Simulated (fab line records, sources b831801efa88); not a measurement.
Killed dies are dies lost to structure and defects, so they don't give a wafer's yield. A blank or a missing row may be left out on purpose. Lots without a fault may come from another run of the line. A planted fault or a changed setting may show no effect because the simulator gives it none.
fab line records | flow sfq_line
record lots=16 wafers=48 last_day=81
route steps=325 shown I0@43 I1@73
lots that met no fault: from a run of the same line without faults
start_h: hours from the record's first day to the start of the lot's first wafer shown | wait_h: hours since the lot's step before | " the same as in the row above | L1.1+2: a row that stands for several wafers | - no value, or no start given | * or withheld: withheld | < > ~ a bound
route shown NAME@n: a module of which the file shows steps, and the number in the route of the first | usual: mean/standard deviation of fault-free wafers | same: alike in all rows | chamber/n: place in a boat | sites: the reading at each site | _std_site: their standard deviation | _edge_site: outer sites' mean less inner sites' | radius_mm: how far each site lies from the wafer's centre | mask NAME#n: copy n | behind: the tool/chamber that last shaped the wafer | hold: why the lot was held/for how many hours/how that ended | device: the transistor (n, p or np) that didn't switch | end of line: the same wafers' tests at the end of the route | a step without rows: its recipe alone | killed: dies lost to structure and defects at the first sort, not the wafer's yield | map: a wafer's dies, x killed, . not, _ none there
set.NAME: the setting as run; set.NAME@STEP: as run at that earlier step | model.NAME: the simulator's own value behind a step, which no gauge read
steps of the route over a sample of lots; a table a step, a row a wafer
services: from which hour (start_h, from the record's first day; less than 0 if before it) a tool's chamber was out of use, for how many hours, and why
## steps
# step SFQ_TRILAYER_I0_DEP_PECVD_027
# recipe material=SiO2 temp_c=150 time_s=111.11 pressure_torr=2.4 rf_w=183.3 precursor=SiH4/N2O target_thk_nm=500
# usual heater_power_w=79/16 showerhead_vpp_V=850/61 throttle_valve_pct=24.1/0.8
# columns lot.wafer tool chamber start_h wait_h heater_power_w showerhead_vpp_V throttle_valve_pct
L660.4 pecvd-02 1 270.96 0.0 104 858 23.7
L660.5 " 0 " " 74 907 23.2
L660.6 " 2 " " 50 791 23.0
L661.3 pecvd-03 1 278.12 0.0 75 855 25.3
L661.4 " 0 " " 72 824 25.6
L661.5 " 2 " " 82 850 23.8
L662.3 pecvd-02 2 290.14 0.0 49 795 22.8
L662.4 " 1 " " 99 857 23.7
L662.6 " 2 " " 52 814 23.1
L663.1 pecvd-02 0 294.50 0.0 73 907 23.3
L663.2 " 1 " " 105 867 23.8
L663.4 " 0 " " 78 907 23.1
L664.3 pecvd-04 1 304.10 0.0 90 770 23.6
L664.5 " 1 " " 93 774 23.5
L664.6 " 0 " " 89 976 23.7
L665.2 pecvd-02 1 315.13 0.0 93 850 23.6
L665.5 " 0 " " 61 911 23.1
L665.6 " 1 " " 96 853 24.0
L666.1 pecvd-04 1 323.53 0.0 96 756 23.8
L666.2 " 2 " " 82 787 24.2
L666.5 " 1 " " 95 763 23.8
L667.1 pecvd-02 0 333.13 0.0 63 894 23.5
L667.3 " 2 " " 47 792 23.3
L667.6 " 1 " " 100 861 24.2
L670.1 pecvd-03 0 353.91 0.0 71 822 25.7
L670.2 " 2 " " 93 855 24.1
L670.5 " 1 " " 74 870 25.4
L673.2 pecvd-02 1 374.31 0.0 105 853 24.2
L673.5 " 2 " " 48 791 23.5
L673.6 " 1 " " 109 853 24.4
L674.1 pecvd-03 0 390.61 0.0 75 825 26.1
L674.4 " 1 " " 88 867 25.5
L674.6 " 0 " " 76 817 25.9
L675.2 pecvd-02 0 395.41 0.0 74 889 23.3
L675.4 " 1 " " 105 856 24.4
L675.6 " 2 " " 48 798 23.1
L676.4 pecvd-02 2 401.45 0.0 42 800 23.3
L676.5 " 0 " " 63 909 23.7
L676.6 " 1 " " 102 874 24.4
L677.1 pecvd-02 0 419.45 0.0 76 911 23.6
L677.4 " 0 " " 62 904 23.8
L677.5 " 1 " " 101 859 24.3
L682.3 pecvd-04 0 459.99 0.0 93 970 24.1
L682.5 " 0 " " 98 981 24.0
L682.6 " 1 " " 98 766 24.0
L683.2 pecvd-04 2 468.39 0.0 83 801 24.2
L683.3 " 0 " " 96 974 24.1
L683.6 " 2 " " 68 815 24.2
# step SFQ_I0_BOW_MEAS_907
# recipe mode=bow
# usual I0_BOW=1/7.1
# columns lot.wafer tool chamber start_h wait_h I0_BOW[um]
L660.4 film_metro-02 - 277.84 2.6 0
L660.5 " - " " -2
L660.6 " - " " 13
L661.3 film_metro-02 - 284.19 1.0 5
L661.4 " - " " 2
L661.5 " - " " 1
L662.3 film_metro-04 - 304.62 1.5 0
L662.4 " - " " -4
L662.6 " - " " 2
L663.1 film_metro-02 - 307.58 1.5 1
L663.2 " - " " 4
L663.4 " - " " 0
L664.3 film_metro-04 - 313.62 2.5 -8
L664.5 " - " " -5
L664.6 " - " " -4
L665.2 film_metro-02 - 322.60 1.5 -7
L665.5 " - " " -4
L665.6 " - " " -4
L666.1 film_metro-02 - 328.58 2.5 3
L666.2 " - " " 0
L666.5 " - " " 11
L667.1 film_metro-03 - 336.21 2.5 5
L667.3 " - " " -2
L667.6 " - " " 4
L670.1 film_metro-03 - 359.01 2.5 12
L670.2 " - " " 5
L670.5 " - " " 2
L673.2 film_metro-03 - 379.11 2.5 13
L673.5 " - " " -1
L673.6 " - " " 4
L674.1 film_metro-02 - 393.69 2.5 12
L674.4 " - " " 8
L674.6 " - " " 8
L675.2 film_metro-02 - 398.51 2.0 -6
L675.4 " - " " -13
L675.6 " - " " -3
L676.4 film_metro-04 - 404.55 1.6 8
L676.5 " - " " 7
L676.6 " - " " -7
L677.1 film_metro-02 - 426.17 2.5 0
L677.4 " - " " -6
L677.5 " - " " 12
L682.3 film_metro-03 - 463.11 1.5 9
L682.5 " - " " -2
L682.6 " - " " -14
L683.2 film_metro-03 - 472.19 1.5 0
L683.3 " - " " -7
L683.6 " - " " -5
# step SFQ_TRILAYER_I1_DEP_PECVD_045
# recipe material=SiO2 temp_c=150 time_s=111.11 pressure_torr=2.4 rf_w=183.3 precursor=SiH4/N2O target_thk_nm=500
# usual heater_power_w=82/14 showerhead_vpp_V=841/32 throttle_valve_pct=25.1/1
# columns lot.wafer tool chamber start_h wait_h heater_power_w showerhead_vpp_V throttle_valve_pct
L660.4 pecvd-01 0 532.78 0.0 81 805 27.6
L660.5 " 2 " " 87 824 25.6
L660.6 " 1 " " 85 826 26.3
L661.3 pecvd-01 2 541.16 0.0 97 816 25.8
L661.4 " 0 " " 83 819 27.8
L661.5 " 2 " " 77 831 26.2
L662.3 pecvd-03 0 561.54 0.0 75 817 26.2
L662.4 " 1 " " 89 879 25.8
L662.6 " 0 " " 75 830 26.2
L663.1 pecvd-02 1 566.34 0.0 100 861 25.5
L663.2 " 2 " " 49 802 23.9
L663.4 " 1 " " 106 852 25.7
L664.3 pecvd-03 1 571.14 0.0 80 873 25.8
L664.5 " 0 " " 75 811 25.9
L664.6 " 2 " " 93 850 23.8
L665.2 pecvd-03 1 582.84 0.0 78 863 25.8
L665.5 " 0 " " 81 831 25.7
L665.6 " 1 " " 78 870 25.9
L666.1 pecvd-01 0 598.44 0.0 91 822 24.2
L666.2 " 1 " " 88 819 23.9
L666.5 " 1 " " 89 801 23.9
L667.1 pecvd-02 1 617.64 0.0 108 850 26.0
L667.3 " 0 " " 67 913 24.0
L667.6 " 1 " " 108 846 25.6
L670.1 pecvd-03 0 643.52 0.0 65 826 26.3
L670.2 " 1 " " 84 880 25.6
L670.5 " 1 " " 86 875 25.9
L673.2 pecvd-02 0 666.32 0.0 72 908 24.3
L673.5 " 1 " " 107 840 26.0
L673.6 " 2 " " 52 799 24.4
L674.1 pecvd-03 1 677.12 0.0 91 871 25.7
L674.4 " 0 " " 73 829 26.1
L674.6 " 2 " " 89 843 24.2
L675.2 pecvd-03 2 683.12 0.0 87 843 23.9
L675.4 " 0 " " 74 821 26.3
L675.6 " 2 " " 90 849 23.9
L676.4 pecvd-01 2 686.76 0.0 88 823 24.5
L676.5 " 0 " " 95 816 24.7
L676.6 " 1 " " 92 817 24.1
L677.1 pecvd-02 1 696.32 0.0 96 866 26.3
L677.4 " 1 " " 102 848 26.3
L677.5 " 0 " " 74 904 24.3
L682.3 pecvd-02 1 737.91 0.0 105 869 26.8
L682.5 " 1 " " 108 865 26.7
L682.6 " 2 " " 48 788 24.2
L683.2 pecvd-03 2 759.34 0.0 92 847 24.0
L683.3 " 1 " " 81 880 25.9
L683.6 " 2 " " 95 850 24.1
# step SFQ_TRILAYER_I1_VIA_LITHO_EXPOSE_050
# recipe mask_id=I1 na=0.6 source_shape=conventional sigma_outer=0.65 target_cd_nm=500 dose_mj=21.3
# same sigma_outer=0.65
# columns lot.wafer tool chamber start_h wait_h mask
L660.4+5+6 krf_scanner-02 0 554.99 - I1#0
L661.3+4+5 krf_scanner-02 0 559.59 - I1#0
L662.3+4+6 krf_scanner-01 0 584.45 - I1#0
L663.1+2+4 krf_scanner-01 0 585.25 - I1#0
L664.3+5+6 krf_scanner-01 0 591.65 - I1#0
L665.2+5+6 krf_scanner-01 0 601.05 - I1#0
L666.1+2+5 krf_scanner-01 0 622.16 - I1#0
L667.1+3+6 krf_scanner-01 0 634.27 - I1#0
L670.1+2+5 krf_scanner-02 0 654.50 - I1#0
L673.2+5+6 krf_scanner-02 0 674.00 - I1#0
L674.1+4+6 krf_scanner-02 0 682.27 - I1#0
L675.2+4+6 krf_scanner-02 0 688.47 - I1#0
L676.4+5+6 krf_scanner-02 0 692.47 - I1#0
L677.1+4+5 krf_scanner-02 0 701.51 - I1#0
L682.3+5+6 krf_scanner-02 0 886.75 - I1#0
L683.2+3+6 krf_scanner-02 0 906.57 - I1#0
# step SFQ_I1_OVL_MEAS_913
# usual I1_OVL=2/6.2
# columns lot.wafer tool chamber start_h wait_h I1_OVL[nm]
L660.4 overlay-01 - 555.91 0.1 12
L660.5 " - " " 20
L660.6 " - " " 7
L661.3 overlay-02 - 560.70 0.1 10
L661.4 " - " " -2
L661.5 " - " " 6
L662.3 overlay-01 - 585.56 0.1 -5
L662.4 " - " " 0
L662.6 " - " " 0
L663.1 overlay-01 - 586.75 0.1 4
L663.2 " - " " -2
L663.4 " - " " -1
L664.3 overlay-01 - 592.76 0.1 57
L664.5 " - " " 52
L664.6 " - " " 56
L665.2 overlay-01 - 602.35 0.1 67
L665.5 " - " " 63
L665.6 " - " " 64
L666.1 overlay-01 - 623.66 0.1 58
L666.2 " - " " 56
L666.5 " - " " 60
L667.1 overlay-01 - 635.77 0.1 71
L667.3 " - " " 69
L667.6 " - " " 64
L670.1 overlay-01 - 656.02 0.1 11
L670.2 " - " " 12
L670.5 " - " " 13
L673.2 overlay-02 - 675.30 0.1 3
L673.5 " - " " 0
L673.6 " - " " 3
L674.1 overlay-01 - 683.77 0.1 7
L674.4 " - " " 12
L674.6 " - " " 7
L675.2 overlay-01 - 689.77 0.1 -1
L675.4 " - " " -7
L675.6 " - " " -1
L676.4 overlay-01 - 693.38 0.1 3
L676.5 " - " " 7
L676.6 " - " " 5
L677.1 overlay-02 - 703.01 0.1 9
L677.4 " - " " 4
L677.5 " - " " 9
L682.3 overlay-01 - 887.86 0.1 0
L682.5 " - " " 2
L682.6 " - " " 4
L683.2 overlay-02 - 907.88 0.1 -2
L683.3 " - " " 5
L683.6 " - " " -6
## services
# columns tool chamber start_h hours kind
pecvd-03 - 255.49 1.5 repair
krf_scanner-02 - 309.22 1.3 pm
krf_scanner-02 - 381.41 1.0 pm
krf_scanner-02 - 404.21 0.8 pm
krf_scanner-02 - 449.81 0.7 repair
krf_scanner-02 - 484.16 1.3 pm
krf_scanner-02 - 531.06 3.6 pm
krf_scanner-02 - 534.61 4.4 pm
krf_scanner-02 - 549.79 1.0 pm
pecvd-02 2 553.77 5.2 repair
krf_scanner-02 - 573.59 0.8 pm
krf_scanner-02 - 635.97 0.6 repair
pecvd-03 - 658.19 0.9 repair
krf_scanner-02 - 660.50 1.3 pm
pecvd-03 0 668.18 3.6 repair
pecvd-03 - 685.85 5.5 pm
pecvd-02 2 690.40 12.9 repair
krf_scanner-02 - 718.82 1.0 pm
pecvd-02 - 718.84 2.8 pm
pecvd-03 1 725.27 22.2 repair
pecvd-03 - 733.98 13.8 repair
krf_scanner-02 - 742.62 0.8 pm
pecvd-02 - 875.20 6.0 pm
pecvd-02 0 896.59 6.0 repair
## key
first_sign step=SFQ_I1_OVL_MEAS_913 reading=I1_OVL direction=up sigmas=9.7 usual=2 struck=61
effect none on later readings
met_at SFQ_TRILAYER_I1_VIA_LITHO_EXPOSE_050
struck_lots L664,L665,L666,L667
not_acting_at SFQ_TRILAYER_I0_DEP_PECVD_027,SFQ_I0_BOW_MEAS_907,SFQ_TRILAYER_I1_DEP_PECVD_045
onset_between 585.25 591.65
fault kind=scanner_matching_overlay tool=krf_scanner-01 chamber=- onset_h=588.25 steps=SFQ_TRILAYER_I1_VIA_LITHO_EXPOSE_050 offset=63.151
